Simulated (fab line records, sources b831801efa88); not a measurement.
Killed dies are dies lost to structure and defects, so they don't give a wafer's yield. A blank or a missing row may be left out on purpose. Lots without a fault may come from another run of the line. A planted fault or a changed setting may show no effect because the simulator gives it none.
A struck lot beside a sound one | flow gf180mcu | 17 steps out of a route of 602
Sound: wafers L643.2, L643.3, L643.4. Struck: wafers L659.1, L659.2, L659.4. The cause comes at the end.
At each step with rows: each side's tool, then ch and its chambers, then its first start. Under that, the readings that differ: sound wafers | struck wafers | difference of the means | sigmas: that difference in standard deviations of wafers without a fault.
alike: readings whose means differ by less than 2 such deviations, and words and numbers that are the same on both sides. not compared: withheld readings, readings that some wafer has no value for, bounds like >300 that may hide the same value, and numbers for which the record gives no deviation and whose values overlap.
The two part at a step that has a row with sigmas, a row that says differs or no value, or rows on one side only. Numbers that don't overlap but have no deviation are shown without sigmas and don't part them. A reading that every wafer of one side lacks parts them only if that side has two wafers or more.

first, 4 steps without rows for these wafers: GF_M1_SOFTBAKE_10 (time 60 s); GF_M1_EXPOSE_11 (exposes mask Metal1, target cd 230 nm); GF_M1_PEB_12 (peb time 90 s); GF_M1_DEVELOP_13 (develop time 60 s).
GF_M1_CD_MEAS_14: target cd 230 nm.
  sound on cd_sem-02, day 19 07:26; struck on cd_sem-02, day 24 22:16
  reading    | sound             | struck            | difference | sigmas
  cd_nm (nm) | 231.7 232.0 230.8 | 228.1 228.5 229.3 | -2.9       | -3
GF_M1_OVL_MEAS_15:
  sound on overlay-01, day 19 07:33; struck on overlay-02, day 24 22:23
  alike: M1_OVL
GF_M1_METAL_ETCH_16: etches the open film in Cl2/BCl3, stops on SiO2, target depth 750.8 nm, time 125.1 s.
  sound on rie_metal-04 ch 0,1, day 19 07:35; struck on rie_metal-02 ch 0,1, day 24 22:26
  alike: drypump_motor_current_A, oes_product_au, throttle_valve_pct
  not compared: rf_hours_counter_h
GF_M1_STRIP_17: strips in O2/N2.
  sound on plasma_asher-01 ch 0,1, day 19 07:43; struck on plasma_asher-03 ch 0,1, day 24 22:33
  alike: drypump_motor_current_A, heater_power_w, oes_product_au, strip_time_to_endpoint_s
  not compared: rf_hours_counter_h
then, 3 steps without rows for these wafers: GF_M1_STRIP_18 (strips in post etch residue remover, time 1200 s); GF_M1_CLEAN_19 (cleans in DIW); GF_V1_CVD_00 (deposits SiO2, target thk 600 nm, time 100 s).
GF_V1_THK_MEAS_01:
  sound on film_metro-02, day 19 08:19; struck on film_metro-02, day 24 23:11
  alike: V1_CVD_00_THK
GF_V1_CVD_02: deposits SiO2 from TEOS, target thk 850 nm, time 94.851 s.
  sound on pecvd-01 ch 0,1,2, day 19 08:22; struck on pecvd-02 ch 0,1, day 24 23:14
  reading                             | sound             | struck            | difference | sigmas
  rf_fwd_power_W (W)                  | 594.1 594.3 594.6 | 838.4 834.4 834.8 | +241.5     | +99 or more
  model.SiO2_of_V1_CVD_02.thk_nm (nm) | 830.8 835.2 848.9 | 928.9 923.3 945.7 | +94.3      |
  alike: heater_power_w, susceptor_temp_C
GF_V1_THK_MEAS_03:
  sound on film_metro-04, day 19 08:27; struck on film_metro-03, day 24 23:19
  reading            | sound       | struck      | difference | sigmas
  V1_CVD_02_THK (nm) | 831 835 849 | 930 923 946 | +95        | +7
GF_V1_CMP_04: polishes SiO2.
  sound on cmp-01 ch 0,1,2, day 19 08:33; struck on cmp-02 ch 0,1,2, day 24 23:25
  reading                | sound    | struck      | difference | sigmas
  time_to_endpoint_s (s) | 67 72 73 | 106 112 121 | +42        | +7
  alike: motor_current_A
GF_V1_BOW_MEAS_05:
  sound on film_metro-02, day 19 08:49; struck on film_metro-04, day 24 23:40
  alike: V1_BOW
then, 1 step without rows for these wafers: GF_PASSIVATION_PROBE_99.

WHERE THEY PART
First at GF_M1_CD_MEAS_14; last, within this record, at GF_V1_CMP_04. Later steps at which nothing parts them and some readings are alike: GF_V1_BOW_MEAS_05.

WHY: what the simulator had put in
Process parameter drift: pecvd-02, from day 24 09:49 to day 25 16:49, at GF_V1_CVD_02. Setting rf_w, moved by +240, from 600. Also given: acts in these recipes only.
